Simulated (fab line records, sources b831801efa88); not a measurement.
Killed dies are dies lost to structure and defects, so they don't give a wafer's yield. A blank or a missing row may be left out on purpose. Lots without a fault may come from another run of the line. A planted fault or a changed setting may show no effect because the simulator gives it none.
Which tool did it? | flow sky130 | 6 lots, 18 wafers sampled, at 2 steps of a route of 708

WHAT THE GAUGES READ, wafer by wafer
SKY_CONTACT_THK_MEAS_26: measures by xrf.
lot  | measured     | on            | CONTACT_W_THK (nm)
L484 | day 32 17:08 | film_metro-02 | 348 346 349
L486 | day 33 00:53 | film_metro-02 | 349 357 352
L491 | day 34 09:40 | film_metro-01 | 339 347 358
L493 | day 35 02:16 | film_metro-01 | 337 354 356
L501 | day 38 00:00 | film_metro-01 | 344 350 343
L503 | day 38 06:12 | film_metro-01 | 347 344 338

WHICH TOOL RAN EACH LOT (tool, then ch and the chambers of the sampled wafers, then the start)
lot  | SKY_CONTACT_ETCH_16
L484 | rie_diel-01 ch 0,3, day 32 16:01
L486 | rie_diel-01 ch 0,2, day 32 23:49
L491 | rie_diel-01 ch 0,2,3, day 34 08:37
L493 | rie_diel-04 ch 0,3, day 35 01:10
L501 | rie_diel-01 ch 2,3, day 37 22:52
L503 | rie_diel-01 ch 2,3, day 38 05:10
- SKY_CONTACT_ETCH_16: etches BARC in N2/H2, stops on SiO2, time 45.9 s, target depth 60 nm.

THE ANSWER, worked out from the rows above alone
Rule: what is usual is taken from the lots themselves. Put in order of their means at a reading, lots are off if they are a third of the lots or fewer, leave a main group of 4 or more, and stand apart from it by a gap of 3 or more times the standard deviation of the main group's means; of several such gaps the widest counts. A main group whose means are all the same, to the digits that the tables above print for the reading, isn't used. A lot without any number at a reading at which 4 lots or more have one is off too. The other lots that the step has rows for count as sound.
No lot is off at any reading shown: from this, nothing can be told.

WHAT THE SIMULATOR HAD PUT IN
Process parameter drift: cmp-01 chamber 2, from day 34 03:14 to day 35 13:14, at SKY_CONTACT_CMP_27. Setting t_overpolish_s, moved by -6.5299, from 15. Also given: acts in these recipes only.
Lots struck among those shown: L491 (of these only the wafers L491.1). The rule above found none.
